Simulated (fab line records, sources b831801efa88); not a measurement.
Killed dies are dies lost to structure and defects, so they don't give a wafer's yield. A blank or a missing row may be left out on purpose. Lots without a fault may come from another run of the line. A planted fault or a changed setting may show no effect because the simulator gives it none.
fab line records | flow sfq_line
record lots=15 wafers=45 last_day=89
route steps=325 shown INCOMING@1 M5@205 R5@220 I5@237 I6@268
lots that met no fault: from a run of the same line without faults
start_h: hours from the record's first day to the start of the lot's first wafer shown | wait_h: hours since the lot's step before | " the same as in the row above | L1.1+2: a row that stands for several wafers | - no value, or no start given | * or withheld: withheld | < > ~ a bound
route shown NAME@n: a module of which the file shows steps, and the number in the route of the first | usual: mean/standard deviation of fault-free wafers | same: alike in all rows | chamber/n: place in a boat | sites: the reading at each site | _std_site: their standard deviation | _edge_site: outer sites' mean less inner sites' | radius_mm: how far each site lies from the wafer's centre | mask NAME#n: copy n | behind: the tool/chamber that last shaped the wafer | hold: why the lot was held/for how many hours/how that ended | device: the transistor (n, p or np) that didn't switch | end of line: the same wafers' tests at the end of the route | a step without rows: its recipe alone | killed: dies lost to structure and defects at the first sort, not the wafer's yield | map: a wafer's dies, x killed, . not, _ none there
set.NAME: the setting as run; set.NAME@STEP: as run at that earlier step | model.NAME: the simulator's own value behind a step, which no gauge read
steps of the route over a sample of lots; a table a step, a row a wafer
services: from which hour (start_h, from the record's first day; less than 0 if before it) a tool's chamber was out of use, for how many hours, and why
## steps
# step SFQ_INCOMING_BOW_MEAS_900
# recipe mode=bow
# usual INCOMING_BOW=-1/6.2
# columns lot.wafer tool chamber start_h wait_h INCOMING_BOW[um]
L800.1 film_metro-04 - 10.00 - 4
L800.2 " - " " 2
L800.6 " - " " 4
L802.1 film_metro-01 - 20.00 - -6
L802.4 " - " " -9
L802.6 " - " " 6
L803.1 film_metro-02 - 25.00 - -6
L803.5 " - " " -3
L803.6 " - " " 4
L804.3 film_metro-04 - 30.04 - 4
L804.4 " - " " 9
L804.6 " - " " -3
L806.1 film_metro-04 - 40.00 - 8
L806.2 " - " " -1
L806.4 " - " " -17
L808.2 film_metro-04 - 50.02 - -6
L808.3 " - " " 0
L808.4 " - " " -12
L809.2 film_metro-02 - 55.02 - -7
L809.4 " - " " 4
L809.5 " - " " 2
L810.1 film_metro-02 - 60.00 - -6
L810.4 " - " " 1
L810.5 " - " " -3
L811.2 film_metro-04 - 65.02 - -8
L811.4 " - " " -7
L811.6 " - " " -1
L818.2 film_metro-01 - 100.02 - 2
L818.4 " - " " 6
L818.6 " - " " -11
L819.1 film_metro-02 - 105.00 - -3
L819.2 " - " " 2
L819.5 " - " " 1
L820.1 film_metro-02 - 110.00 - 0
L820.2 " - " " 7
L820.5 " - " " -3
L821.1 film_metro-01 - 115.00 - -2
L821.3 " - " " -6
L821.6 " - " " -8
L822.1 film_metro-02 - 120.00 - -2
L822.3 " - " " -3
L822.4 " - " " -2
L823.2 film_metro-04 - 125.02 - -6
L823.4 " - " " -4
L823.5 " - " " -2
# step SFQ_TRILAYER_M5_BARC_OPEN_METAL_ETCH_161
# recipe mask_material=PR chemistry=O2 target_depth_nm=125 target=BARC icp_w=600 bias_w=80 pressure_mtorr=10 time_s=41.7
# usual bias_w=79.95/0.24 chamber_pressure_mTorr=10.002/0.0082 drypump_motor_current_A=5.50/0.26 oes_product_au=0.685/0.005
# columns lot.wafer tool chamber start_h wait_h bias_w chamber_pressure_mTorr drypump_motor_current_A oes_product_au rf_hours_counter_h
L800.1 rie_metal-02 1 1154.04 0.0 80.23 9.999 5.81 0.689 30
L800.2 " 0 " " 80.04 10.000 5.22 0.679 49
L800.6 " 1 " " 79.77 9.992 5.81 0.691 -
L802.1 rie_metal-02 0 1156.44 0.0 80.06 10.009 5.21 0.688 49
L802.4 " 1 " " 80.04 10.001 5.82 0.682 -
L802.6 " 1 " " 80.21 10.006 5.82 0.689 -
L803.1 rie_metal-01 0 1161.04 0.0 79.70 9.992 5.46 0.686 82
L803.5 " 0 " " 79.82 10.016 5.42 0.683 -
L803.6 " 1 " " 80.17 10.008 5.62 0.681 -
L804.3 rie_metal-02 1 1162.26 0.0 79.68 9.997 5.81 0.686 -
L804.4 " 0 " " 80.11 9.990 5.23 0.678 -
L804.6 " 1 " " 79.74 9.997 5.81 0.680 -
L806.1 rie_metal-02 0 1218.09 0.0 79.93 10.002 5.21 0.683 58
L806.2 " 1 " " 79.93 10.002 5.83 0.690 39
L806.4 " 0 " " 79.98 10.005 5.24 0.682 -
L808.2 rie_metal-01 1 1249.67 0.0 80.13 9.995 5.58 0.687 51
L808.3 " 1 " " 80.08 9.998 5.60 0.683 -
L808.4 " 0 " " 79.62 10.006 5.40 0.677 -
L809.2 rie_metal-02 1 1255.85 0.0 80.03 9.977 5.83 0.687 44
L809.4 " 1 " " 80.18 9.995 5.82 0.687 -
L809.5 " 0 " " 79.77 9.991 5.21 0.685 -
L810.1 rie_metal-02 1 1404.44 0.0 79.84 10.003 5.84 0.689 64
L810.4 " 0 " " 79.74 9.996 5.23 0.688 -
L810.5 " 0 " " 79.93 10.005 5.23 0.689 -
L811.2 rie_metal-03 0 1412.28 0.0 79.49 10.005 5.15 0.687 119
L811.4 " 1 " " 80.01 9.996 5.81 0.688 -
L811.6 " 1 " " 79.94 10.014 5.79 0.687 -
L818.2 rie_metal-02 1 1619.25 0.0 - - - - -
L818.4 " 0 " " - - - - -
L818.6 " 1 " " - - - - -
L819.1 rie_metal-03 0 1636.82 0.0 - - - - -
L819.2 " 1 " " - - - - -
L819.5 " 0 " " - - - - -
L820.1 rie_metal-01 1 1646.55 0.0 - - - - -
L820.2 " 0 " " - - - - -
L820.5 " 0 " " - - - - -
L821.1 rie_metal-02 1 1647.75 0.0 79.57 9.997 5.83 0.682 94
L821.3 " 1 " " 79.95 10.004 5.85 0.690 -
L821.6 " 1 " " 79.86 10.002 5.83 0.689 -
L822.1 rie_metal-02 1 1656.15 0.0 80.09 9.983 5.83 0.683 96
L822.3 " 1 " " 79.86 10.001 5.81 0.686 -
L822.4 " 0 " " 79.88 10.013 5.20 0.683 -
L823.2 rie_metal-02 0 1659.75 0.0 79.46 9.979 5.22 0.686 113
L823.4 " 0 " " 79.58 10.017 5.23 0.683 -
L823.5 " 1 " " 79.36 9.993 5.82 0.680 -
# step SFQ_TRILAYER_M5_ETCH_METAL_ETCH_126
# recipe target=Nb stop_on=SiO2 mask_material=PR over_etch_frac=0.15 time_s=203.2 chemistry=Cl2/BCl3 target_depth_nm=265 icp_w=600 bias_w=80 pressure_mtorr=10
# usual bias_w=79.98/0.22 chamber_pressure_mTorr=10.000/0.0089 drypump_motor_current_A=5.51/0.26 oes_product_au=0.727/0.0069
# columns lot.wafer tool chamber start_h wait_h bias_w chamber_pressure_mTorr drypump_motor_current_A oes_product_au rf_hours_counter_h
L800.1 rie_metal-02 1 1154.10 0.0 79.95 9.998 5.82 0.717 30
L800.2 " 0 " " 80.06 10.003 5.21 0.722 49
L800.6 " 1 " " 79.91 9.999 5.82 0.724 -
L802.1 rie_metal-02 0 1156.50 0.0 79.72 10.004 5.21 0.735 49
L802.4 " 1 " " 79.52 10.004 5.82 0.730 -
L802.6 " 1 " " 80.01 9.998 5.83 0.721 -
L803.1 rie_metal-01 0 1161.10 0.0 79.67 9.999 5.39 0.723 82
L803.5 " 0 " " 79.71 9.995 5.42 0.723 -
L803.6 " 1 " " 80.17 10.005 5.63 0.717 -
L804.3 rie_metal-02 1 1162.37 0.1 80.25 9.987 5.83 0.721 -
L804.4 " 0 " " 79.67 9.988 5.22 0.725 -
L804.6 " 1 " " 80.43 10.007 5.84 0.730 -
L806.1 rie_metal-02 0 1218.15 0.0 79.81 10.022 5.21 0.717 58
L806.2 " 1 " " 79.58 10.018 5.82 0.716 39
L806.4 " 0 " " 79.76 9.997 5.21 0.714 -
L808.2 rie_metal-01 1 1249.73 0.0 79.86 9.989 5.57 0.742 51
L808.3 " 1 " " 79.57 9.991 5.57 0.727 -
L808.4 " 0 " " 79.73 10.009 5.42 0.727 -
L809.2 rie_metal-02 1 1255.91 0.0 79.92 9.994 5.84 0.736 44
L809.4 " 1 " " 80.22 9.999 5.82 0.733 -
L809.5 " 0 " " 80.01 10.007 5.24 0.726 -
L810.1 rie_metal-02 1 1404.50 0.0 79.94 9.994 5.80 0.717 64
L810.4 " 0 " " 80.04 10.000 5.23 0.716 -
L810.5 " 0 " " 80.13 10.025 5.23 0.720 -
L811.2 rie_metal-03 0 1412.34 0.0 80.06 10.004 5.15 0.735 120
L811.4 " 1 " " 79.91 10.009 5.79 0.738 -
L811.6 " 1 " " 80.15 9.997 5.78 0.733 -
L818.2 rie_metal-02 1 1619.30 0.0 80.15 9.997 5.81 0.379 90
L818.4 " 0 " " 79.76 10.002 5.23 0.374 -
L818.6 " 1 " " 80.38 9.999 5.83 0.377 -
L819.1 rie_metal-03 0 1636.88 0.0 80.28 9.998 5.17 0.371 10
L819.2 " 1 " " 79.91 9.967 5.80 0.380 78
L819.5 " 0 " " 79.99 10.004 5.15 0.377 -
L820.1 rie_metal-01 1 1646.60 0.0 79.47 9.999 5.56 0.370 102
L820.2 " 0 " " 79.83 10.012 5.42 0.381 14
L820.5 " 0 " " 79.93 9.991 5.41 0.374 -
L821.1 rie_metal-02 1 1647.80 0.0 79.82 10.008 5.82 0.738 94
L821.3 " 1 " " 80.16 10.001 5.82 0.721 -
L821.6 " 1 " " 79.91 9.995 5.81 0.733 -
L822.1 rie_metal-02 1 1656.20 0.0 79.92 9.977 5.83 0.722 96
L822.3 " 1 " " 79.75 9.995 5.82 0.719 -
L822.4 " 0 " " 80.14 9.990 5.22 0.719 -
L823.2 rie_metal-02 0 1659.80 0.0 80.13 9.992 5.21 0.728 113
L823.4 " 0 " " 80.30 10.011 5.23 0.728 -
L823.5 " 1 " " 79.83 10.002 5.82 0.730 -
# step SFQ_TRILAYER_R5_LITHO_EXPOSE_137
# recipe mask_id=R5 na=0.6 source_shape=conventional sigma_outer=0.65 target_cd_nm=500 dose_mj=14.4
# usual exposure_dose_mJ_cm2=14.399/0.015 focus_offset_nm=-0.2/0.55 sigma_outer=0.65/0
# columns lot.wafer tool chamber start_h wait_h mask exposure_dose_mJ_cm2 focus_offset_nm sigma_outer
L800.1 krf_scanner-01 0 1309.33 - R5#0 14.405 0.4 0.65
L800.2 " 0 " " R5#0 14.413 -0.6 0.65
L800.6 " 0 " " R5#0 14.395 0.2 0.65
L802.1 krf_scanner-01 0 1312.93 - R5#0 14.429 -1.0 0.65
L802.4 " 0 " " R5#0 14.415 -0.6 0.65
L802.6 " 0 " " R5#0 14.413 -0.6 0.65
L803.1 krf_scanner-02 0 1325.05 - R5#0 14.396 0.4 0.65
L803.5 " 0 " " R5#0 14.394 -0.1 0.65
L803.6 " 0 " " R5#0 14.415 0.1 0.65
L804.3 krf_scanner-01 0 1328.92 - R5#0 14.415 0.3 0.65
L804.4 " 0 " " R5#0 14.418 0.3 0.65
L804.6 " 0 " " R5#0 14.433 0.2 0.65
L806.1 krf_scanner-02 0 1379.79 - R5#0 14.392 0.6 0.65
L806.2 " 0 " " R5#0 14.398 0.2 0.65
L806.4 " 0 " " R5#0 14.423 0.2 0.65
L808.2 krf_scanner-01 0 1406.53 - R5#0 14.371 -0.3 0.65
L808.3 " 0 " " R5#0 14.404 0.3 0.65
L808.4 " 0 " " R5#0 14.392 -0.6 0.65
L809.2 krf_scanner-02 0 1407.85 - R5#0 14.384 -1.0 0.65
L809.4 " 0 " " R5#0 14.392 -0.8 0.65
L809.5 " 0 " " R5#0 14.396 -0.9 0.65
L810.1 krf_scanner-02 0 1414.35 - R5#0 14.385 -0.3 0.65
L810.4 " 0 " " R5#0 14.403 0.3 0.65
L810.5 " 0 " " R5#0 14.402 0.2 0.65
L811.2 krf_scanner-02 0 1551.69 - R5#0 14.408 0.2 0.65
L811.4 " 0 " " R5#0 14.398 0.3 0.65
L811.6 " 0 " " R5#0 14.397 0.5 0.65
L818.2 krf_scanner-01 - 1628.70 - R5#0 - - -
L818.4 " - " " R5#0 - - -
L818.6 " - " " R5#0 - - -
L819.1 krf_scanner-02 - 1643.29 - R5#0 - - -
L819.2 " - " " R5#0 - - -
L819.5 " - " " R5#0 - - -
L820.1 krf_scanner-02 - 1653.06 - R5#0 - - -
L820.2 " - " " R5#0 - - -
L820.5 " - " " R5#0 - - -
L821.1 krf_scanner-02 0 1655.01 - R5#0 14.404 -0.1 0.65
L821.3 " 0 " " R5#0 14.407 -0.2 0.65
L821.6 " 0 " " R5#0 14.390 -0.8 0.65
L822.1 krf_scanner-02 0 1666.53 - R5#0 14.404 -0.1 0.65
L822.3 " 0 " " R5#0 14.382 -0.4 0.65
L822.4 " 0 " " R5#0 14.392 -0.4 0.65
L823.2 krf_scanner-02 0 1667.93 - R5#0 14.396 -0.3 0.65
L823.4 " 0 " " R5#0 14.385 -0.9 0.65
L823.5 " 0 " " R5#0 14.373 0.2 0.65
# step SFQ_TRILAYER_I5_ETCH_VIA_ETCH_147
# recipe stop_on=Nb mask_material=PR chemistry=CHF3 target_depth_nm=360 source_w=500 bias_w=80 pressure_mtorr=30 time_s=withheld
# usual bias_w=80.01/0.24 chamber_pressure_mTorr=30.002/0.029 drypump_motor_current_A=5.7/0.5 oes_product_au=0.991/0.0059
# columns lot.wafer tool chamber start_h wait_h bias_w chamber_pressure_mTorr drypump_motor_current_A oes_product_au
L800.1 rie_diel-01 0 1314.13 0.0 80.18 29.990 6.0 0.987
L800.2 " 1 " " 79.80 30.001 4.8 0.994
L800.6 " 1 " " 79.38 30.021 4.8 0.977
L802.1 rie_diel-03 2 1317.73 0.0 80.14 30.025 5.0 0.996
L802.4 " 1 " " 80.02 29.977 6.3 0.985
L802.6 " 2 " " 80.36 30.007 5.0 0.992
L803.1 rie_diel-03 3 1330.03 0.0 80.18 30.027 6.1 0.987
L803.5 " 1 " " 79.97 29.994 6.3 0.988
L803.6 " 0 " " 80.34 30.010 4.9 0.981
L804.3 rie_diel-02 2 1333.30 0.0 80.41 30.033 6.1 0.998
L804.4 " 2 " " 80.22 30.031 6.0 0.994
L804.6 " 3 " " 80.22 30.014 5.6 0.999
L806.1 rie_diel-02 0 1400.57 0.0 79.91 29.991 6.1 0.983
L806.2 " 1 " " 79.74 30.037 6.3 0.998
L806.4 " 3 " " 80.22 29.990 5.6 0.994
L808.2 rie_diel-02 3 1411.12 0.0 79.99 30.043 5.6 0.994
L808.3 " 2 " " 80.12 29.980 6.0 0.999
L808.4 " 0 " " 79.74 30.100 6.1 0.987
L809.2 rie_diel-01 3 1413.52 0.0 80.30 29.993 5.8 0.992
L809.4 " 0 " " 80.14 30.011 6.0 0.997
L809.5 " 3 " " 80.19 29.953 5.8 0.991
L810.1 rie_diel-03 0 1465.22 0.0 79.83 30.007 4.9 0.989
L810.4 " 3 " " 80.16 29.998 6.0 0.990
L810.5 " 2 " " 80.10 30.038 5.0 0.993
L811.2 rie_diel-01 2 1688.83 0.0 80.01 30.058 5.8 0.993
L811.4 " 0 " " 79.92 30.061 6.0 0.991
L811.6 " 3 " " 79.99 30.026 5.8 0.986
L818.2 rie_diel-02 0 1757.42 0.0 80.10 30.031 6.1 0.382
L818.4 " 3 " " 79.84 29.953 5.6 0.373
L818.6 " 0 " " 80.20 30.012 6.2 0.380
L819.1 rie_diel-01 3 1769.42 0.0 79.76 30.021 5.8 0.378
L819.2 " 2 " " 80.15 30.011 5.8 0.374
L819.5 " 3 " " 79.75 29.988 5.8 0.375
L820.1 rie_diel-03 3 1779.02 0.0 80.17 29.999 6.1 0.373
L820.2 " 1 " " 79.47 30.031 6.3 0.369
L820.5 " 2 " " 79.95 29.966 5.0 0.369
L821.1 rie_diel-01 0 1780.22 0.0 79.67 30.003 6.0 1.000
L821.3 " 2 " " 79.97 30.039 5.8 0.990
L821.6 " 3 " " 80.17 30.023 5.8 0.989
L822.1 rie_diel-01 0 1789.82 0.0 79.86 30.014 6.0 0.990
L822.3 " 1 " " 79.83 29.957 4.8 0.990
L822.4 " 2 " " 80.32 30.030 5.7 0.998
L823.2 rie_diel-03 3 1793.42 0.0 79.43 29.986 6.1 0.989
L823.4 " 2 " " 80.13 29.972 5.0 0.997
L823.5 " 1 " " 80.01 30.009 6.3 0.984
# step SFQ_I6_BOW_MEAS_941
# recipe mode=bow
# usual I6_BOW=4/9.2
# columns lot.wafer tool chamber start_h wait_h I6_BOW[um]
L800.1 film_metro-01 - 1600.87 2.5 18
L800.2 " - " " 17
L800.6 " - " " 18
L802.1 film_metro-01 - 1607.47 1.5 -6
L802.4 " - " " -9
L802.6 " - " " 6
L803.1 film_metro-01 - 1614.35 2.0 -5
L803.5 " - " " -2
L803.6 " - " " 5
L804.3 film_metro-02 - 1617.39 2.5 5
L804.4 " - " " 11
L804.6 " - " " -3
L806.1 film_metro-01 - 1629.30 2.5 16
L806.2 " - " " 8
L806.4 " - " " -10
L808.2 film_metro-04 - 1688.07 1.5 16
L808.3 " - " " 22
L808.4 " - " " 8
L809.2 film_metro-01 - 1689.89 2.0 2
L809.4 " - " " 13
L809.5 " - " " 11
L810.1 film_metro-01 - 1692.87 1.0 -3
L810.4 " - " " 2
L810.5 " - " " -2
L811.2 film_metro-02 - 1700.07 2.5 -2
L811.4 " - " " -2
L811.6 " - " " 5
L818.2 film_metro-02 - 1885.20 2.5 3
L818.4 " - " " 7
L818.6 " - " " -10
L819.1 film_metro-01 - 1888.18 2.0 -5
L819.2 " - " " 0
L819.5 " - " " -1
L820.1 film_metro-04 - 1902.43 1.0 -2
L820.2 " - " " 5
L820.5 " - " " -5
L821.1 film_metro-04 - 1905.62 2.0 3
L821.3 " - " " -2
L821.6 " - " " -5
L822.1 film_metro-01 - 1915.03 1.5 0
L822.3 " - " " -1
L822.4 " - " " 0
L823.2 film_metro-04 - 1916.87 1.0 -10
L823.4 " - " " -7
L823.5 " - " " -5
# step SFQ_TRILAYER_I6_VIA_BARC_OPEN_VIA_ETCH_235
# recipe mask_material=PR chemistry=O2 target_depth_nm=125 target=BARC source_w=500 bias_w=80 pressure_mtorr=30 time_s=41.7
# usual bias_w=79.99/0.25 chamber_pressure_mTorr=30.000/0.026 drypump_motor_current_A=5.9/0.49 oes_product_au=0.685/0.0047
# columns lot.wafer tool chamber start_h wait_h bias_w chamber_pressure_mTorr drypump_motor_current_A oes_product_au rf_hours_counter_h
L800.1 rie_diel-04 0 1604.60 0.0 80.04 30.029 6.3 0.686 13
L800.2 " 2 " " 79.89 30.005 6.4 0.686 9
L800.6 " 2 " " 79.48 29.974 6.4 0.681 -
L802.1 rie_diel-01 0 1620.48 0.0 79.68 29.985 6.0 0.688 12
L802.4 " 2 " " 80.09 30.007 5.7 0.682 -
L802.6 " 1 " " 79.85 29.983 4.8 0.671 -
L803.1 rie_diel-02 0 1621.68 0.0 79.79 29.977 6.1 0.681 4
L803.5 " 0 " " 80.08 29.988 6.1 0.689 -
L803.6 " 1 " " 79.83 29.977 6.3 0.690 -
L804.3 rie_diel-04 1 1626.43 0.0 79.74 30.025 5.3 0.687 18
L804.4 " 3 " " 79.95 29.972 6.7 0.684 14
L804.6 " 2 " " 80.13 30.016 6.5 0.692 -
L806.1 rie_diel-02 0 1632.91 0.0 80.08 30.045 6.1 0.686 4
L806.2 " 3 " " 79.96 30.005 5.6 0.690 15
L806.4 " 1 " " 80.10 29.970 6.3 0.682 16
L808.2 rie_diel-01 2 1806.58 0.0 80.07 29.999 5.8 0.677 1
L808.3 " 1 " " 79.98 30.063 4.8 0.690 11
L808.4 " 3 " " 80.24 29.965 5.8 0.686 2
L809.2 rie_diel-04 2 1808.98 0.0 80.16 29.982 6.5 0.690 11
L809.4 " 0 " " 79.82 30.040 6.3 0.686 15
L809.5 " 0 " " 80.20 30.001 6.3 0.691 -
L810.1 rie_diel-01 0 1812.58 0.0 79.80 29.996 6.0 0.686 13
L810.4 " 2 " " 79.90 30.031 5.8 0.687 1
L810.5 " 0 " " 80.31 30.022 6.0 0.682 -
L811.2 rie_diel-02 0 1819.78 0.0 80.07 30.027 6.1 0.687 7
L811.4 " 2 " " 80.07 29.953 6.1 0.675 14
L811.6 " 1 " " 79.63 30.009 6.3 0.686 -
L818.2 rie_diel-01 1 1991.03 0.0 80.11 29.997 4.8 0.684 13
L818.4 " 3 " " 80.26 29.985 5.8 0.685 4
L818.6 " 3 " " 80.20 30.016 5.8 0.679 -
L819.1 rie_diel-04 0 1993.43 0.0 79.81 29.998 6.3 0.683 16
L819.2 " 3 " " 80.14 30.061 6.7 0.687 0
L819.5 " 2 " " 80.13 29.952 6.4 0.689 -
L820.1 rie_diel-04 2 2008.38 0.0 80.07 30.008 6.4 0.684 13
L820.2 " 3 " " 80.31 29.976 6.7 0.691 0
L820.5 " 0 " " 79.76 29.990 6.3 0.684 -
L821.1 rie_diel-02 1 2010.78 0.0 80.20 29.986 6.3 0.679 1
L821.3 " 0 " " 79.63 29.998 6.1 0.684 9
L821.6 " 2 " " 80.28 29.969 6.0 0.691 -
L822.1 rie_diel-02 0 2017.49 0.0 79.64 30.020 6.1 0.685 9
L822.3 " 1 " " 79.97 29.952 6.3 0.688 1
L822.4 " 2 " " 80.34 30.035 6.1 0.680 -
L823.2 rie_diel-01 3 2018.69 0.0 80.36 30.018 5.8 0.688 5
L823.4 " 1 " " 80.30 30.029 4.8 0.689 14
L823.5 " 1 " " 80.00 29.998 4.8 0.689 -
## services
# columns tool chamber start_h hours kind
krf_scanner-02 - 1147.41 0.8 pm
rie_diel-01 3 1149.23 7.2 repair
rie_diel-01 - 1279.94 14.6 pm
rie_diel-01 3 1295.64 8.0 repair
rie_metal-02 - 1298.99 0.2 repair
rie_metal-02 0 1361.22 2.4 repair
rie_metal-02 1 1387.53 2.1 repair
rie_diel-01 - 1459.27 28.1 pm
rie_metal-02 0 1476.11 10.8 repair
rie_diel-01 0 1496.49 14.5 repair
rie_diel-01 2 1529.84 6.3 repair
rie_diel-01 - 1547.53 0.2 repair
rie_diel-01 3 1550.05 5.0 repair
rie_diel-01 2 1566.64 8.3 repair
rie_metal-02 - 1576.83 2.8 pm
rie_diel-01 0 1590.19 13.2 repair
rie_diel-01 1 1597.36 15.0 repair
rie_diel-01 1 1639.65 4.2 repair
rie_diel-01 0 1640.74 10.9 repair
rie_diel-01 2 1665.04 10.9 repair
rie_diel-01 1 1686.53 6.2 repair
rie_diel-01 2 1841.21 5.2 repair
rie_diel-01 0 1985.22 1.7 repair
rie_diel-01 1 1987.11 1.6 repair
## key
first_sign step=SFQ_TRILAYER_M5_BARC_OPEN_METAL_ETCH_161 reading=tool_record direction=missing
effect step=SFQ_TRILAYER_M5_ETCH_METAL_ETCH_126 reading=oes_product_au direction=down sigmas=51 usual=0.727 struck=0.376
effect step=SFQ_TRILAYER_R5_LITHO_EXPOSE_137 reading=tool_record direction=missing
effect step=SFQ_TRILAYER_I5_ETCH_VIA_ETCH_147 reading=oes_product_au direction=down sigmas=99+ usual=0.991 struck=0.375
met_at SFQ_TRILAYER_M5_BARC_OPEN_METAL_ETCH_161
struck_lots L818,L819,L820
not_acting_at SFQ_INCOMING_BOW_MEAS_900,SFQ_I6_BOW_MEAS_941,SFQ_TRILAYER_I6_VIA_BARC_OPEN_VIA_ETCH_235
onset_between 1412.28 1619.25
fault kind=skipped_step_whole tool=rie_metal-01,rie_metal-02,rie_metal-03 chamber=- onset_h=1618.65 steps=SFQ_TRILAYER_M5_BARC_OPEN_METAL_ETCH_161 scope=struck_lots_only
